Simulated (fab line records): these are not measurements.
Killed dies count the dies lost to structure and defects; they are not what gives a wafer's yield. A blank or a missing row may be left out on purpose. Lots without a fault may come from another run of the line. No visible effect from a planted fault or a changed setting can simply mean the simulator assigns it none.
fab line records | flow sky130
[record] lots = 10 wafers = 30 last-day = 50
route steps=708 shown VIA3@574 METAL4@602 CAP2M@605
lots that met no fault: taken from a fault-free run of the same line
start-h: hours from the record's opening day to when the first of the lot's shown wafers began | wait-h: hours elapsed since this lot's preceding step | " as in the row above | L1.1+2: one row covering several wafers at once | - no value present, or no start provided | * or withheld: withheld | < > ~ a bound
route shown NAME@n: names a module that has steps shown in the file, with the first one's number in the route | usual: mean/standard deviation of fault-free wafers | same: alike in all rows | chamber/n: place in a boat | sites: the reading at each site | _std_site: their standard deviation | _edge_site: the outer-site mean with the inner-site mean subtracted | radius-mm: how far each site lies from the wafer's centre | mask NAME#n: copy n | behind: the tool/chamber that last shaped the wafer | hold: what put the lot on hold/how long, in hours/how the hold closed | device: names the non-switching transistor (n, p or np) | end of line: the same wafers' tests at the end of the route | a step with no rows: only its recipe | killed: count of dies lost to structure and defects at first sort (not the wafer's yield) | map: the dies of a wafer, with x for killed, . for not killed, _ for no die there
set.NAME: setting as actually run; set.NAME@STEP: the setting as run at that earlier step | model.NAME: the simulator's own value behind a step, which no gauge read
steps of the route over a sample of lots; a table a step, a row a wafer
services: when a tool's chamber went out of use (start-h, in hours from the record's first day, below 0 if earlier), for how many hours, and the reason
[[steps]]
[step SKY_VIA3_THK_MEAS_01]
[recipe] reads = SiO2_of_VIA3_HDPCVD_00
[usual] VIA3_HDPCVD_THK = 1637/12
// columns lot.wafer tool chamber start-h wait-h VIA3_HDPCVD_THK[nm]
L428.2 film-metro-03 - 915.20 0.1 1623
L428.3 " - " " 1628
L428.4 " - " " 1633
L431.3 film-metro-03 - 933.96 0.1 1663
L431.4 " - " " 1682
L431.6 " - " " 1637
L432.1 film-metro-01 - 971.15 0.1 1637
L432.2 " - " " 1611
L432.4 " - " " 1621
L433.2 film-metro-01 - 974.50 0.1 1647
L433.4 " - " " 1647
L433.5 " - " " 1638
L435.4 film-metro-01 - 975.50 0.0 1636
L435.5 " - " " 1627
L435.6 " - " " 1628
L434.2 film-metro-02 - 976.73 0.1 1637
L434.5 " - " " 1626
L434.6 " - " " 1644
L438.1 film-metro-03 - 990.49 0.1 1635
L438.3 " - " " 1624
L438.6 " - " " 1630
L444.1 film-metro-03 - 1028.64 0.1 1650
L444.3 " - " " 1633
L444.6 " - " " 1643
L446.2 film-metro-02 - 1043.75 0.1 1646
L446.3 " - " " 1652
L446.4 " - " " 1659
L449.1 film-metro-02 - 1054.71 0.1 1627
L449.2 " - " " 1634
L449.3 " - " " 1648
[step SKY_VIA3_CD_MEAS_12]
[recipe] target-cd-nm = 200
[usual] cd-nm = 199.8/1.6
// columns lot.wafer tool chamber start-h wait-h cd-nm
L428.2 cd-sem-01 - 945.42 - 199.4
L428.3 " - " " 199.2
L428.4 " - " " 198.1
L431.3 cd-sem-02 - 960.04 - 200.6
L431.4 " - " " 199.9
L431.6 " - " " 200.0
L432.1 cd-sem-02 - 995.20 - 199.2
L432.2 " - " " 198.5
L432.4 " - " " 197.8
L433.2 cd-sem-01 - 999.17 - 200.8
L433.4 " - " " 201.2
L433.5 " - " " 200.6
L435.4 cd-sem-01 - 999.78 - 198.6
L435.5 " - " " 198.9
L435.6 " - " " 198.2
L434.2 cd-sem-01 - 1001.02 - 198.8
L434.5 " - " " 201.2
L434.6 " - " " 199.3
L438.1 cd-sem-01 - 1014.15 - 199.8
L438.3 " - " " 198.9
L438.6 " - " " 201.5
L444.1 cd-sem-01 - 1051.70 - 199.9
L444.3 " - " " 199.7
L444.6 " - " " 199.7
L446.2 cd-sem-02 - 1066.07 - 198.8
L446.3 " - " " 200.4
L446.4 " - " " 199.9
L449.1 cd-sem-01 - 1077.27 - 195.2
L449.2 " - " " 195.9
L449.3 " - " " 195.3
[step SKY_METAL4_SPUTTER_04]
[recipe] material = TiN target-thk-nm = 70 power-w = 6500 time-s = 58.3 chamber-pressure-pa = 0.4
[usual] throttle-valve-pct = 30.1/0.83
// columns lot.wafer tool chamber start-h wait-h throttle-valve-pct
L428.2 pvd-sputter-04 - 947.04 0.0 29.5
L428.3 " - " " 28.3
L428.4 " - " " 28.5
L431.3 pvd-sputter-01 - 961.70 0.0 29.3
L431.4 " - " " 30.8
L431.6 " - " " 29.5
L432.1 pvd-sputter-04 - 996.82 0.0 30.7
L432.2 " - " " 28.5
L432.4 " - " " 29.1
L433.2 pvd-sputter-01 - 1000.78 0.0 30.8
L433.4 " - " " 29.4
L433.5 " - " " 30.8
L435.4 pvd-sputter-03 - 1001.34 0.0 30.5
L435.5 " - " " 30.6
L435.6 " - " " 30.1
L434.2 pvd-sputter-04 - 1002.79 0.0 31.3
L434.5 " - " " 28.1
L434.6 " - " " 30.8
L438.1 pvd-sputter-03 - 1015.86 0.0 30.4
L438.3 " - " " 30.4
L438.6 " - " " 30.1
L444.1 pvd-sputter-03 - 1053.35 0.0 30.5
L444.3 " - " " 30.4
L444.6 " - " " 30.8
L446.2 pvd-sputter-01 - 1067.70 0.0 29.5
L446.3 " - " " 31.2
L446.4 " - " " 29.5
L449.1 pvd-sputter-01 - 1079.40 0.0 29.4
L449.2 " - " " 29.5
L449.3 " - " " 31.4
[step SKY_CAP2M_SPUTTER_02]
[recipe] material = TiN target-thk-nm = 200 temp-c = 300 power-w = 6500 time-s = 166.7 chamber-pressure-pa = 0.4
[usual] throttle-valve-pct = 30.0/0.88
// columns lot.wafer tool chamber start-h wait-h throttle-valve-pct
L428.2 pvd-sputter-01 - 947.17 0.0 29.5
L428.3 " - " " 30.9
L428.4 " - " " 31.4
L431.3 pvd-sputter-04 - 961.84 0.0 30.6
L431.4 " - " " 31.5
L431.6 " - " " 31.6
L432.1 pvd-sputter-01 - 996.95 0.1 30.7
L432.2 " - " " 29.9
L432.4 " - " " 29.2
L433.2 pvd-sputter-04 - 1000.91 0.0 30.7
L433.4 " - " " 28.5
L433.5 " - " " 30.5
L435.4 pvd-sputter-01 - 1001.48 0.0 31.0
L435.5 " - " " 31.2
L435.6 " - " " 30.9
L434.2 pvd-sputter-01 - 1002.92 0.0 29.7
L434.5 " - " " 31.3
L434.6 " - " " 30.6
L438.1 pvd-sputter-01 - 1016.03 0.1 30.9
L438.3 " - " " 29.4
L438.6 " - " " 29.6
L444.1 pvd-sputter-04 - 1053.48 0.1 29.5
L444.3 " - " " 31.6
L444.6 " - " " 30.4
L446.2 pvd-sputter-04 - 1067.83 0.0 29.5
L446.3 " - " " 31.6
L446.4 " - " " 28.3
L449.1 pvd-sputter-02 - 1079.53 0.1 29.0
L449.2 " - " " 29.8
L449.3 " - " " 30.3
[step SKY_CAP2M_RS_MEAS_03]
[recipe] thk-meas-gauge = four-point-probe reads = TiN_of_CAP2M_SPUTTER_02
[usual] CAP2M_TIN_RS = 6.92/0.087
// columns lot.wafer tool chamber start-h wait-h CAP2M_TIN_RS[ohm/sq]
L428.2 film-metro-03 - 947.30 0.1 6.73
L428.3 " - " " 6.76
L428.4 " - " " 6.81
L431.3 film-metro-03 - 961.99 0.1 7.14
L431.4 " - " " 7.04
L431.6 " - " " 7.06
L432.1 film-metro-01 - 997.06 0.1 6.87
L432.2 " - " " 6.84
L432.4 " - " " 6.78
L433.2 film-metro-04 - 1001.04 0.1 6.94
L433.4 " - " " 6.94
L433.5 " - " " 6.93
L435.4 film-metro-01 - 1001.65 0.1 6.79
L435.5 " - " " 6.88
L435.6 " - " " 6.87
L434.2 film-metro-01 - 1003.05 0.1 8.24
L434.5 " - " " 8.19
L434.6 " - " " 8.15
L438.1 film-metro-04 - 1016.14 0.1 8.27
L438.3 " - " " 8.15
L438.6 " - " " 8.28
L444.1 film-metro-03 - 1053.59 0.1 6.98
L444.3 " - " " 6.97
L444.6 " - " " 7.00
L446.2 film-metro-04 - 1067.96 0.1 7.05
L446.3 " - " " 7.04
L446.4 " - " " 7.06
L449.1 film-metro-03 - 1079.64 0.1 6.86
L449.2 " - " " 6.84
L449.3 " - " " 6.89
[step SKY_CAP2M_THK_MEAS_04]
[recipe] thk-meas-gauge = xrf reads = TiN_of_CAP2M_SPUTTER_02
[usual] CAP2M_TIN_THK = 201.9/2.7
// columns lot.wafer tool chamber start-h wait-h CAP2M_TIN_THK[nm]
L428.2 film-metro-03 - 947.41 0.1 207.2
L428.3 " - " " 204.8
L428.4 " - " " 204.5
L431.3 film-metro-03 - 962.09 0.1 194.9
L431.4 " - " " 198.5
L431.6 " - " " 197.4
L432.1 film-metro-01 - 997.18 0.1 204.9
L432.2 " - " " 204.4
L432.4 " - " " 206.8
L433.2 film-metro-04 - 1001.15 0.1 201.8
L433.4 " - " " 201.9
L433.5 " - " " 200.9
L435.4 film-metro-01 - 1001.74 0.1 206.5
L435.5 " - " " 203.9
L435.6 " - " " 203.9
L434.2 film-metro-01 - 1003.16 0.1 171.7
L434.5 " - " " 172.2
L434.6 " - " " 172.0
L438.1 film-metro-04 - 1016.26 0.1 168.5
L438.3 " - " " 171.2
L438.6 " - " " 169.1
L444.1 film-metro-03 - 1053.71 0.1 198.6
L444.3 " - " " 199.4
L444.6 " - " " 198.9
L446.2 film-metro-04 - 1068.07 0.1 199.4
L446.3 " - " " 200.0
L446.4 " - " " 199.2
L449.1 film-metro-03 - 1079.76 0.1 203.0
L449.2 " - " " 201.7
L449.3 " - " " 201.1
[step SKY_CAP2M_METAL_ETCH_13]
[recipe] target-depth-nm = 220 stop-on = SiO2 chemistry = Cl2/BCl3 target = TiN pressure-mtorr = 10 icp-w = 900 bias-w = 48.5 Cl2_flow_sccm = 60 bcl3-flow-sccm = 30 time-s = 62.9
[usual] drypump-motor-current-A = 5.76/0.28 mfc-cl2-sccm = 59.99/0.17 oes-product-au = 0.940/0.0078 throttle-valve-pct = 21.902/0.011
// columns lot.wafer tool chamber start-h wait-h drypump-motor-current-A mfc-cl2-sccm oes-product-au rf-hours-counter-h throttle-valve-pct
L428.2 rie-metal-04 1 970.38 0.0 5.94 59.95 0.958 18 21.893
L428.3 " 1 " " 5.93 59.99 0.953 - 21.894
L428.4 " 0 " " 5.78 59.98 0.956 - 21.898
L431.3 rie-metal-01 1 986.26 0.0 5.95 59.83 0.930 - 21.912
L431.4 " 0 " " 5.68 59.92 0.939 - 21.916
L431.6 " 0 " " 5.66 59.82 0.930 - 21.911
L432.1 rie-metal-02 0 1020.39 0.0 5.94 60.13 0.938 12 21.909
L432.2 " 1 " " 5.07 59.93 0.936 4 21.901
L432.4 " 1 " " 5.08 59.75 0.954 - 21.905
L433.2 rie-metal-01 0 1023.88 0.0 5.66 60.14 0.939 15 21.895
L433.4 " 1 " " 5.96 60.06 0.942 - 21.896
L433.5 " 0 " " 5.66 60.00 0.937 - 21.908
L435.4 rie-metal-04 1 1024.56 0.0 5.94 60.05 0.943 - 21.898
L435.5 " 1 " " 5.94 59.99 0.943 - 21.887
L435.6 " 0 " " 5.77 59.96 0.948 - 21.892
L434.2 rie-metal-01 0 1026.13 0.0 5.69 59.97 0.849 15 21.965
L434.5 " 1 " " 5.96 59.93 0.849 - 21.947
L434.6 " 0 " " 5.67 59.89 0.866 - 21.961
L438.1 rie-metal-02 1 1038.75 0.0 5.06 60.34 0.846 5 21.955
L438.3 " 0 " " 5.94 59.98 0.853 - 21.951
L438.6 " 1 " " 5.07 60.21 0.838 - 21.960
L444.1 rie-metal-04 0 1075.39 0.0 5.77 60.04 0.938 13 21.909
L444.3 " 0 " " 5.77 60.22 0.940 - 21.900
L444.6 " 0 " " 5.79 60.21 0.935 - 21.895
L446.2 rie-metal-02 0 1089.23 0.0 5.95 60.15 0.929 17 21.904
L446.3 " 1 " " 5.10 59.84 0.936 - 21.896
L446.4 " 0 " " 5.96 60.06 0.933 - 21.908
L449.1 rie-metal-01 0 1099.61 0.0 5.66 60.18 0.939 20 21.874
L449.2 " 1 " " 5.97 60.36 0.939 23 21.903
L449.3 " 1 " " 6.00 60.26 0.948 - 21.893
[[services]]
// columns tool chamber start-h hours kind
pvd-sputter-03 0 928.14 - consumable-replace:kit
pvd-sputter-03 0 928.14 18.0 scheduled-down
pvd-sputter-03 0 928.14 18.0 vent-cycle
pvd-sputter-04 0 932.06 - consumable-replace:kit
pvd-sputter-04 0 932.06 18.0 scheduled-down
pvd-sputter-04 0 932.06 18.0 vent-cycle
rie-metal-02 - 940.56 2.8 pm
pvd-sputter-04 - 968.50 10.7 repair
pvd-sputter-04 - 974.16 22.1 repair
pvd-sputter-04 - 1022.30 8.8 repair
pvd-sputter-02 1 1027.26 - consumable-replace:kit
pvd-sputter-02 1 1027.26 18.0 scheduled-down
pvd-sputter-03 - 1043.46 8.3 repair
pvd-sputter-01 0 1050.78 - consumable-replace:kit
pvd-sputter-01 0 1050.78 18.0 scheduled-down
pvd-sputter-01 0 1050.78 18.0 vent-cycle
rie-metal-04 1 1051.08 - clean
rie-metal-04 1 1051.08 14.0 scheduled-down
rie-metal-04 1 1051.08 14.0 vent-cycle
pvd-sputter-04 3 1054.39 - consumable-replace:kit
pvd-sputter-04 3 1054.39 18.0 scheduled-down
pvd-sputter-04 3 1054.39 18.0 vent-cycle
pvd-sputter-03 - 1057.40 3.3 repair
pvd-sputter-03 - 1081.73 0.7 repair
[[key]]
[first-sign] step = SKY_CAP2M_RS_MEAS_03 reading = CAP2M_TIN_RS direction = up sigmas = 15 usual = 6.92 struck = 8.21
[effect] step = SKY_CAP2M_THK_MEAS_04 reading = CAP2M_TIN_THK direction = down sigmas = 12 usual = 201.9 struck = 170.8
[effect] step = SKY_CAP2M_METAL_ETCH_13 reading = oes-product-au direction = down sigmas = 12 usual = 0.940 struck = 0.850
met-at SKY_CAP2M_SPUTTER_02
struck-lots L434,L438
not-acting-at SKY_VIA3_THK_MEAS_01,SKY_VIA3_CD_MEAS_12,SKY_METAL4_SPUTTER_04
onset-between 1001.48 1002.92
[fault] kind = process-parameter-drift tool = pvd-sputter-01 chamber = - onset-h = 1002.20 steps = SKY_CAP2M_SPUTTER_02 channel = time-s offset = * shape = step end-h = 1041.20 acts-in = * stated = *
